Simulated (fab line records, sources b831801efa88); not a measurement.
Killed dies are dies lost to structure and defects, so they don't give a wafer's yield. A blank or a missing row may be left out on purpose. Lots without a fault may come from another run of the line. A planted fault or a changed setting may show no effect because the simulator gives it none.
Chamber matching | flow gf180mcu | GF_V4_CMP_26 on cmp-02: 4 sister chambers
The step polishes, stops on SiO2, t overpolish 15 s, target thk 0 nm. 8 wafers are shown with their chamber, then 10 later ones without.

WAFERS WITH THEIR CHAMBER
wafer  | chamber | motor_current_A (A) | time_to_endpoint_s (s)
L639.5 | 1       | 9.8                 | 84
L639.6 | 0       | 11.4                | 92
L642.6 | 2       | 10.3                | 88
L649.2 | 3       | 8.7                 | 82
L649.4 | 2       | 9.9                 | 85
L649.6 | 0       | 11.6                | 96
L650.1 | 1       | 9.3                 | 82
L650.3 | 3       | 9.3                 | 77

WAFERS WITHOUT THEIR CHAMBER
wafer  | motor_current_A (A) | time_to_endpoint_s (s)
L650.5 | 10.1                | 85
L651.2 | 9.2                 | 80
L651.4 | 10.0                | 86
L651.6 | 9.3                 | 84
L654.4 | 12.1                | 94
L654.5 | 9.9                 | 87
L654.6 | 9.5                 | 87
L658.2 | 11.8                | 94
L658.5 | 12.3                | 92
L658.6 | 9.2                 | 85

WHICH CHAMBER EACH WENT THROUGH
wafer  | from the rows above          | in truth
L650.5 | can't be placed: 2 or 1      | 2
L651.2 | can't be placed: 3 or 1      | 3
L651.4 | can't be placed: 2 or 1      | 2
L651.6 | can't be placed: 1 or 3 or 2 | 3
L654.4 | 0                            | 0
L654.5 | can't be placed: 2 or 1      | 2
L654.6 | can't be placed: 1 or 2 or 3 | 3
L658.2 | 0                            | 0
L658.5 | 0                            | 0
L658.6 | can't be placed: 1 or 3 or 2 | 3
Placed correctly: 3 of 10. Can't be placed from these rows: 7 (the true chamber is among the candidates in 7). Placed wrongly: 0.
How it was worked out, from the rows above alone: a wafer's distance from a chamber is the root of the sum, over the readings, of the square of ((its reading less the chamber's mean) divided by the reading's scatter). The wafer belongs to the nearest chamber; if the next one is less than 2 further off, it can't be placed. A chamber's mean is the mean of its shown wafers. The scatter: the root of (the sum of the squares of (reading less its chamber's mean) over the shown wafers, divided by (wafers less chambers)).
